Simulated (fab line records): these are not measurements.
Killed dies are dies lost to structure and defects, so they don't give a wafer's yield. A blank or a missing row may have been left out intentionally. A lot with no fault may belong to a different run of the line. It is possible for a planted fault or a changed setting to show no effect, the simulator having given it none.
A lot that was struck, set against a sound lot	flow sky130	16 out of 708 route steps
Sound: wafers L445.2, L445.5, L445.6. Struck: wafer L452.1; the same lot's L452.3 was not struck, so it is left out; see the end for the cause.
Each step with rows lists, per side, the tool, then ch with its chambers, then its first start. Under that, the readings that differ: sound wafers	struck wafers	difference of the means	sigmas: that difference in standard deviations of wafers without a fault.
alike: same words and numbers on both sides, and readings whose means sit less than 2 such deviations apart. not compared: any withheld reading, any reading some wafer has no value for, any bound like >300 that may hide the same value, and any number with overlapping values for which the record gives no deviation.
The two part at a step that has a row with sigmas, a row that says differs or no value, or rows on one side only. Numbers that don't overlap but have no deviation are shown without sigmas and don't part them. Lack of a reading on every wafer of one side parts them only where that side has two or more wafers.

SKY_VIA1_CMP_02: polishes SiO2.
  sound on cmp-02 ch 1,2,3, day 34 05:26; struck on cmp-02 ch 0, day 36 11:07
  alike: edge zone pressure frac, motor current A
SKY_VIA1_BOW_MEAS_03:
  sound on film metro-01 at day 34 05:36; struck on film metro-01 at day 36 11:22
  alike: VIA1_BOW
then, 8 steps without rows for these wafers: SKY_VIA1_DEHYDRATE_04 (time 60 s); SKY_VIA1_HMDS_05 (prime time 60 s); SKY_VIA1_COAT_06 (resist thk 60 nm); SKY_VIA1_COAT_07 (resist thk 450 nm); SKY_VIA1_SOFTBAKE_08 (time 90 s); SKY_VIA1_EXPOSE_09 (exposes mask VIM, target cd 150 nm); SKY_VIA1_PEB_10; SKY_VIA1_DEVELOP_11 (develop time 60 s).
SKY_VIA1_CD_MEAS_12: the cd target is 150 nm.
  sound on cd sem-02 at day 35 07:37; struck on cd sem-02 at day 37 15:33
  alike: cd nm
SKY_VIA1_OVL_MEAS_13:
  sound on overlay-02 at day 35 07:44; struck on overlay-01 at day 37 15:40
  alike: VIA1_OVL
SKY_VIA1_ETCH_14: etches BARC in N2/H2, stops on SiO2, time 45.9 s, target depth 60 nm.
  sound on rie diel-01 ch 0,1,3, day 35 07:46; struck on rie diel-03 ch 3, day 37 15:43
reading	sound	struck	difference	sigmas
oes product au (a.u.)	0.856 0.855 0.860	0.969	+0.112	+20
run length s (s)	74.0 74.5 74.0	68.3	-5.9	-14
model.KrF-thick_of_VIA1_COAT_07.thk nm (nm)	393.1 392.7 391.8	398.7	+6.2	
  alike: drypump motor current A, throttle valve pct
  not compared: rf hours counter h
SKY_VIA1_ETCH_15: etches SiO2 in C4F8/O2/Ar, stops on TiN, target depth 351 nm, time 54 s.
  sound on rie diel-01 ch 0,1,3, day 35 07:48; struck on rie diel-03 ch 3, day 37 15:45
reading	sound	struck	difference	sigmas
model.KrF-thick_of_VIA1_COAT_07.thk nm (nm)	323.2 323 321.6	328.6	+6.0	
  alike: oes product au, run length s
  not compared: rf hours counter h
SKY_VIA1_STRIP_16: strips in O2/N2.
  sound on plasma asher-02 ch 0,1, day 35 07:51; struck on plasma asher-03 ch 1, day 37 15:48
reading	sound	struck	difference	sigmas
strip time to endpoint s (s)	4.462 4.451 4.440	4.539	+0.088	+4
  alike: drypump motor current A, oes product au
  not compared: rf hours counter h
then, 1 step without rows for these wafers: SKY_VIA1_STRIP_17 (strips in post etch residue remover, time 1200 s).

WHERE THEY PART
Last at SKY_VIA1_STRIP_16 as far as this record goes, first at SKY_VIA1_ETCH_14.

WHY: what the simulator had put in
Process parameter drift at SKY_VIA1_ETCH_14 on rie diel-03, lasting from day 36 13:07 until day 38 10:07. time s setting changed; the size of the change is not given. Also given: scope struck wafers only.
